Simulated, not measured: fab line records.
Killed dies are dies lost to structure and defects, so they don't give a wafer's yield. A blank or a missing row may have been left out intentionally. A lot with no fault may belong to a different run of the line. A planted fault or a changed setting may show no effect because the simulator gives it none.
A lot that was struck, set against a sound lot :: flow sky130 :: 35 out of 708 route steps
Sound: these wafers, L957.2, L957.4, L957.6. Struck: wafer L950.5 (left out: L950.2, L950.6 of the same lot, which were not struck); the cause appears at the end.
Each step with rows lists, per side, the tool, then ch with its chambers, then its first start. Under that, the readings that differ: sound wafers :: struck wafers :: difference of the means :: sigmas: that difference in standard deviations of wafers without a fault.
alike: readings with means less than 2 such deviations apart, plus words and numbers identical on both sides. not compared: withheld readings, readings lacking a value on some wafer, bounds such as >300 that could conceal the same value, and numbers that have no deviation in the record and whose values overlap.
A row with sigmas, a row that says differs or no value, or rows on one side alone: a step with any of these is where the two part. Numbers that have no deviation but don't overlap get no sigmas and don't part them. A reading missing from all wafers of one side parts the sides only when that side holds two or more wafers.

SKY_SD_P_CD_MEAS_07 targets a cd of 380 nm.
  sound: cd-sem-01 at day 30 04:40; struck: cd-sem-01 at day 27 16:10
  alike: cd-nm
SKY_SD_P_OVL_MEAS_08:
  sound: overlay-02 at day 30 04:46; struck: overlay-02 at day 27 16:16
reading: SD_P_OVL (nm)
sound: -0.9 -3.3 -1.7
struck: 0.9
difference: +2.9
sigmas: +2
following that, these wafers have no rows for 1 step: SKY_SD_P_IMPLANT_09.
SKY_SD_P_STRIP_10: strips in O2/N2.
  sound on plasma-asher-01 ch 0,1, day 30 04:57; struck on plasma-asher-04 ch 1, day 27 16:27
reading: oes-product-au (a.u.)
sound: 0.617 0.623 0.620
struck: 0.606
difference: -0.014
sigmas: -3
  alike: drypump-motor-current-A, strip-time-to-endpoint-s
  not compared: rf-hours-counter-h
SKY_SD_P_TW_MEAS_11:
  sound: film-metro-03 at day 30 05:04; struck: film-metro-04 at day 27 16:34
  alike: SD_P_TW
then, 7 steps without rows for these wafers: SKY_RES_XHIGH_DEHYDRATE_00 (time 60 s); SKY_RES_XHIGH_HMDS_01 (prime time 60 s); SKY_RES_XHIGH_COAT_02 (resist thk 1140 nm); SKY_RES_XHIGH_SOFTBAKE_03 (time 60 s); SKY_RES_XHIGH_EXPOSE_04 (exposes mask URPM, target cd 1270 nm); SKY_RES_XHIGH_PEB_05; SKY_RES_XHIGH_DEVELOP_06 (develop time 60 s).
SKY_RES_XHIGH_IMPLANT_07:
  sound on implanter-01 ch 0, day 31 08:55; struck on implanter-03 ch 0, day 28 21:04
  alike: end-station-pressure-torr
SKY_RES_XHIGH_STRIP_08: strips in O2/N2.
  sound on plasma-asher-01 ch 0,1, day 31 09:03; struck on plasma-asher-03 ch 0, day 28 21:12
  alike: drypump-motor-current-A, oes-product-au, strip-time-to-endpoint-s
  not compared: rf-hours-counter-h
SKY_RES_XHIGH_TW_MEAS_09:
  sound: film-metro-02 at day 31 09:10; struck: film-metro-04 at day 28 21:19
  alike: RES_XHIGH_TW
then, 7 steps without rows for these wafers: SKY_SD_N_DEHYDRATE_00 (time 60 s); SKY_SD_N_HMDS_01 (prime time 60 s); SKY_SD_N_COAT_02 (resist thk 1140 nm); SKY_SD_N_SOFTBAKE_03 (time 60 s); SKY_SD_N_EXPOSE_04 (exposes mask NSDM, target cd 380 nm); SKY_SD_N_PEB_05; SKY_SD_N_DEVELOP_06 (develop time 60 s).
SKY_SD_N_CD_MEAS_07 targets a cd of 380 nm.
  sound: cd-sem-02 at day 32 12:50; struck: cd-sem-01 at day 30 01:17
  alike: cd-nm
SKY_SD_N_OVL_MEAS_08:
  sound: overlay-02 at day 32 12:56; struck: overlay-01 at day 30 01:23
  alike: SD_N_OVL
then, 2 steps without rows for these wafers: SKY_SD_N_IMPLANT_09; SKY_SD_N_IMPLANT_10.
SKY_SD_N_STRIP_11: strips in O2/N2.
  sound on plasma-asher-02 ch 0,1, day 32 13:16; struck on plasma-asher-03 ch 1, day 30 01:43
  alike: drypump-motor-current-A, oes-product-au, strip-time-to-endpoint-s
  not compared: rf-hours-counter-h
SKY_SD_N_TW_MEAS_12:
  sound: film-metro-02 at day 32 13:23; struck: film-metro-02 at day 30 01:50
  alike: SD_N_TW
then, 1 step without rows for these wafers: SKY_SD_N_CLEAN_13 (cleans in SC1/SC2, time 150 s).
SKY_SD_N_RTA_14: time 2 s.
  sound on rtp-anneal-01 ch 0, day 32 13:29; struck on rtp-anneal-02 ch 0, day 30 01:56
  alike: lamp-power-pct, wafer_temp_C_max
SKY_SD_N_RS_MEAS_16: uses a four-point probe to measure.
  sound: film-metro-04 at day 32 13:41; struck: film-metro-03 at day 30 02:07
  alike: SD_N_RS
SKY_SD_N_RS_MEAS_17: uses a four-point probe to measure.
  sound: film-metro-04 at day 32 13:48; struck: film-metro-03 at day 30 02:14
  alike: SD_P_RS
SKY_SD_N_RS_MEAS_18: uses a four-point probe to measure.
  sound: film-metro-04 at day 32 13:55; struck: film-metro-03 at day 30 02:22
reading: RES_XHIGH_RS (ohm/sq)
sound: 333.7 334.7 335.4
struck: 346.6
difference: +12.0
sigmas: +10
then, 1 step without rows for these wafers: SKY_SALICIDE_CLEAN_00 (cleans in HF-last, time 30 s).
-- the record jumps here: 17 days lie between the struck wafers' starts before and after (it left off in module SALICIDE and takes up again in module PAD_OPEN, whose first step shown is number 708 of the route) --
SKY_PAD_OPEN_PROBE_99:
  sound: prober-01 at day 49 02:23; struck: prober-02 at day 47 09:25
reading: killed_at_M0_to_M3
sound: 43 45 24
struck: 56
difference: +19
sigmas: +3

reading: killed-dies
sound: 90 81 72
struck: 104
difference: +23
sigmas: +3

reading: killed-short
sound: 36 38 31
struck: 49
difference: +14
sigmas: +2

reading: model.etest.res-xhigh-po.line-ohm-um
sound: 6035 5761 6039
struck: 6862
difference: +917
sigmas: 

reading: model.etest.res-xhigh-po.rs-ohm-sq
sound: 2085 2006 2065
struck: 2391
difference: +339
sigmas: 

reading: model.etest.res-xhigh-po.rs-ohm-sq-range
sound: 138.7 106 105.1
struck: 368.8
difference: +252.2
sigmas: 

reading: model.etest.res-xhigh-po.rs-ohm-sq-rim-less-centre
sound: -121.7 -95.01 -97.15
struck: -161.2
difference: -56.6
sigmas: 
  alike: killed_at_M4_up, killed-at-contacts, killed-at-front-end, killed-at-other, killed-open

## WHERE THEY PART
At SKY_SD_P_OVL_MEAS_08 first; at SKY_PAD_OPEN_PROBE_99 last (within this record only).

WHY: what had been put in by the simulator
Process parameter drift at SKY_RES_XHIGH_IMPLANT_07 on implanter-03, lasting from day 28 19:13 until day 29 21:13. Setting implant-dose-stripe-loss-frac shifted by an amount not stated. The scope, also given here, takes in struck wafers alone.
